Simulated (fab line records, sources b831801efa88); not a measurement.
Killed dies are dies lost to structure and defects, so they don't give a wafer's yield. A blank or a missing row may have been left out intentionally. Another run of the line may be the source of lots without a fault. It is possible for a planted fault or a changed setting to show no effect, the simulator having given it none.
A lot that was struck, set against a sound lot -- flow sky130 -- 14 out of 708 route steps
Sound: wafers L309.2, L309.4, L309.5. The struck wafers were L301.1, L301.2, L301.4. The cause is named last.
Order at every step that has rows: each side's tool, ch and its chambers, its first start. Under that, the readings that differ: sound wafers -- struck wafers -- difference of the means -- sigmas: that difference in standard deviations of wafers without a fault.
alike: same words and numbers on both sides, and readings whose means sit less than 2 such deviations apart. not compared: any withheld reading, any reading some wafer has no value for, any bound like >300 that may hide the same value, and any number with overlapping values for which the record gives no deviation.
The two part at a step that has a row with sigmas, a row that says differs or no value, or rows on one side only. When numbers do not overlap yet have no deviation, they are printed without sigmas and do not part them. A reading missing from all wafers of one side parts the sides only when that side holds two or more wafers.

first, 4 steps without rows for these wafers: SKY_METAL1_STRIP_21 (strips in post etch residue remover, time 1200 s); SKY_METAL1_CLEAN_22 (cleans in IPA, time 180 s); SKY_METAL1_CLEAN_23 (cleans in O3/DIW); SKY_VIA1_HDPCVD_00 (deposits SiO2, target thk 1030 nm, time 171.7 s).
SKY_VIA1_THK_MEAS_01:
  sound on film_metro-02 at day 39 02:06; struck on film_metro-04 at day 37 08:17
  alike: VIA1_HDPCVD_THK
SKY_VIA1_CMP_02: polishes SiO2.
  sound on cmp-02 ch 0,1,3, day 39 02:24; struck on cmp-02 ch 0,2,3, day 37 08:21
  alike: motor_current_A
SKY_VIA1_BOW_MEAS_03:
  sound on film_metro-04 at day 39 02:37; struck on film_metro-04 at day 37 08:39
  alike: VIA1_BOW
then, 5 steps without rows for these wafers: SKY_VIA1_DEHYDRATE_04 (time 60 s); SKY_VIA1_HMDS_05 (prime time 60 s); SKY_VIA1_COAT_06 (resist thk 60 nm); SKY_VIA1_COAT_07 (resist thk 450 nm); SKY_VIA1_SOFTBAKE_08 (time 90 s).
SKY_VIA1_EXPOSE_09: exposes mask VIM, target cd 150 nm.
  sound on krf_scanner-02 ch 0, day 39 14:32; struck on krf_scanner-01, day 37 21:44
  no value came back on the struck wafers for exposure_dose_mJ_cm2, focus_offset_nm (nm), sigma_inner; on the sound wafers exposure_dose_mJ_cm2 reads 37.97 37.95 38.03
  alike: mask
next, for these wafers, 1 step has no rows: SKY_VIA1_PEB_10.

WHERE THEY PART
Within this record, at SKY_VIA1_EXPOSE_09 only.

WHY: what the simulator had put in
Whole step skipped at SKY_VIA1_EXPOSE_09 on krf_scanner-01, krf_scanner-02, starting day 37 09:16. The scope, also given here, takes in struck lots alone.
